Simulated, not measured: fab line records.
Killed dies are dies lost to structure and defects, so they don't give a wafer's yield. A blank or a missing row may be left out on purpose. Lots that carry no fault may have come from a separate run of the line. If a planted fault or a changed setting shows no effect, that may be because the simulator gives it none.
Chamber matching ; flow gf180mcu ; 4 sister chambers for GF_M5_ETCH_09 on rie_diel-03
The step etches Si3N4 in CF4/O2, target depth 52 nm, time 11.6 s. 14 wafers are shown with their chamber, then 7 later ones without.

== EACH WAFER AND ITS CHAMBER ==
wafer;chamber;drypump_motor_current_A (A);rf_fwd_power_W (W);chamber_pressure_mTorr (mTorr)
L130.2;2;6.3;790;149.85
L130.4;3;5.5;787;149.78
L130.5;1;6.5;784;150.05
L132.2;3;5.5;791;150.16
L132.3;0;5.8;792;149.97
L132.4;1;6.5;785;150.15
L133.1;3;5.5;790;150.17
L133.5;1;6.4;787;150.12
L133.6;2;6.3;790;149.87
L134.2;2;6.4;792;150.06
L134.3;3;5.6;791;150.05
L134.5;2;6.4;791;149.94
L144.2;0;5.8;790;149.78
L144.4;0;5.8;792;149.85

SIGNATURES, as means of the wafers listed above
reading;chamber 0;chamber 1;chamber 2;chamber 3;scatter within a chamber
drypump_motor_current_A;5.800;6.467;6.350;5.525;0.0492
rf_fwd_power_W;791.33;785.33;790.75;789.75;1.44
chamber_pressure_mTorr;149.8667;150.1067;149.9300;150.0400;0.122
Rule: for each reading, subtract the chamber's mean from the wafer's reading, divide by that reading's scatter and square the result; add these up over the readings and take the root, which gives the wafer's distance from the chamber. If the next closest chamber is less than 2 further off than the closest, the wafer can't be placed; otherwise it belongs to the closest. The scatter is the square root of a quotient: the sum, over the shown wafers, of each reading's squared deviation from its chamber's mean, divided by wafers minus chambers.

== WAFERS WITHOUT THEIR CHAMBER ==
wafer;drypump_motor_current_A (A);rf_fwd_power_W (W);chamber_pressure_mTorr (mTorr)
L144.6;6.4;784;149.98
L147.1;5.6;787;149.86
L147.4;6.5;784;149.90
L147.5;6.5;781;150.11
L149.2;6.5;786;149.79
L149.4;6.3;794;150.04
L149.5;6.5;785;150.00

== WHICH CHAMBER EACH WENT THROUGH ==
wafer;from the rows above;in truth
L144.6;1;1
L147.1;3;3
L147.4;1;1
L147.5;1;1
L149.2;can't be placed: 1 or 2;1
L149.4;2;2
L149.5;1;1
Placed correctly: 6 of 7. Unplaceable from these rows: 1, with the true chamber sitting among the candidates in 1. Wrongly placed: 0.
